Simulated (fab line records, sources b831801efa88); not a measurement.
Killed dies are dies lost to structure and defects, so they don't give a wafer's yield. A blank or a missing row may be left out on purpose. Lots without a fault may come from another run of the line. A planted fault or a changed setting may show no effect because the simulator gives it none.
Chamber matching | flow sky130 | SKY_FIELD_ISO_ETCH_15 on rie_diel-01: 4 sister chambers
The step etches the open film in CHF3/O2, stops on Si, target depth 180 nm, time 72 s. 8 wafers are shown with their chamber, then 7 later ones without.

WAFERS WITH THEIR CHAMBER
wafer  | chamber | oes_product_au (a.u.) | throttle_valve_pct (%)
L847.5 | 0       | 0.953                 | 8.834
L851.2 | 0       | 0.945                 | 8.856
L851.4 | 1       | 0.948                 | 8.847
L853.2 | 2       | 0.944                 | 8.849
L853.3 | 1       | 0.949                 | 8.840
L853.6 | 3       | 0.948                 | 8.852
L858.3 | 2       | 0.945                 | 8.846
L858.5 | 3       | 0.936                 | 8.824

WAFERS WITHOUT THEIR CHAMBER
wafer  | oes_product_au (a.u.) | throttle_valve_pct (%)
L858.6 | 0.950                 | 8.833
L859.1 | 0.942                 | 8.840
L859.3 | 0.951                 | 8.838
L859.6 | 0.944                 | 8.839
L860.1 | 0.938                 | 8.858
L860.2 | 0.935                 | 8.844
L860.4 | 0.940                 | 8.831

WHICH CHAMBER EACH WENT THROUGH
wafer  | from the rows above               | in truth
L858.6 | can't be placed: 1 or 0 or 2 or 3 | 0
L859.1 | can't be placed: 3 or 2 or 1 or 0 | 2
L859.3 | can't be placed: 1 or 0 or 2 or 3 | 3
L859.6 | can't be placed: 3 or 2 or 1 or 0 | 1
L860.1 | can't be placed: 2 or 3 or 1 or 0 | 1
L860.2 | can't be placed: 3 or 2 or 1 or 0 | 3
L860.4 | can't be placed: 3 or 2 or 1 or 0 | 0
Placed correctly: 0 of 7. Can't be placed from these rows: 7 (the true chamber is among the candidates in 7). Placed wrongly: 0.
How it was worked out, from the rows above alone: a wafer's distance from a chamber is the root of the sum, over the readings, of the square of ((its reading less the chamber's mean) divided by the reading's scatter). The wafer belongs to the nearest chamber; if the next one is less than 2 further off, it can't be placed. A chamber's mean is the mean of its shown wafers. The scatter: the root of (the sum of the squares of (reading less its chamber's mean) over the shown wafers, divided by (wafers less chambers)).
